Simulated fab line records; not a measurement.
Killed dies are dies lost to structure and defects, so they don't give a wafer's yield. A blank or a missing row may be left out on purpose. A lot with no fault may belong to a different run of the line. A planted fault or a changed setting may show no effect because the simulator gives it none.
Chamber matching	flow sky130	rie_diel-02 running SKY_VIA3_ETCH_15: 4 sister chambers
The step etches SiO2 in C4F8/O2/Ar, stops on TiN, target depth 507 nm, time 78 s. 4 wafers are shown with their chamber, then 11 later ones without.

## EACH WAFER AND ITS CHAMBER
wafer	chamber	oes_product_au (a.u.)
L082.6	0	0.941
L085.4	2	0.954
L084.5	3	0.950
L088.2	1	0.945

## WAFERS MISSING THEIR CHAMBER
wafer	oes_product_au (a.u.)
L088.3	0.940
L088.6	0.948
L093.1	0.950
L093.2	0.939
L093.6	0.947
L094.1	0.946
L094.5	0.949
L094.6	0.940
L096.3	0.943
L096.4	0.944
L096.6	0.940

## EACH ONE'S CHAMBER
wafer	from the rows above	in truth
L088.3	0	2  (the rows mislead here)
L088.6	can't be placed: 3 or 1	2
L093.1	3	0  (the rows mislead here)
L093.2	0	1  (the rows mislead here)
L093.6	can't be placed: 1 or 3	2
L094.1	1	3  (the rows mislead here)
L094.5	3	3
L094.6	0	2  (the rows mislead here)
L096.3	can't be placed: 0 or 1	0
L096.4	can't be placed: 1 or 0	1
L096.6	0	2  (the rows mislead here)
Correctly placed: 1 of 11. Not placeable from these rows: 4 (in 2, the candidates include the true chamber). Number placed wrongly: 6.
How it was worked out, from the rows above alone: a wafer's distance from a chamber is the root of the sum, over the readings, of the square of ((its reading less the chamber's mean) divided by the reading's scatter). If the next closest chamber is less than 2 further off than the closest, the wafer can't be placed; otherwise it belongs to the closest. Each chamber's mean is taken over the wafers shown for it. The scatter: with one shown wafer a chamber, the root of the mean of the squares of how far each hidden wafer lies from its nearest shown one.
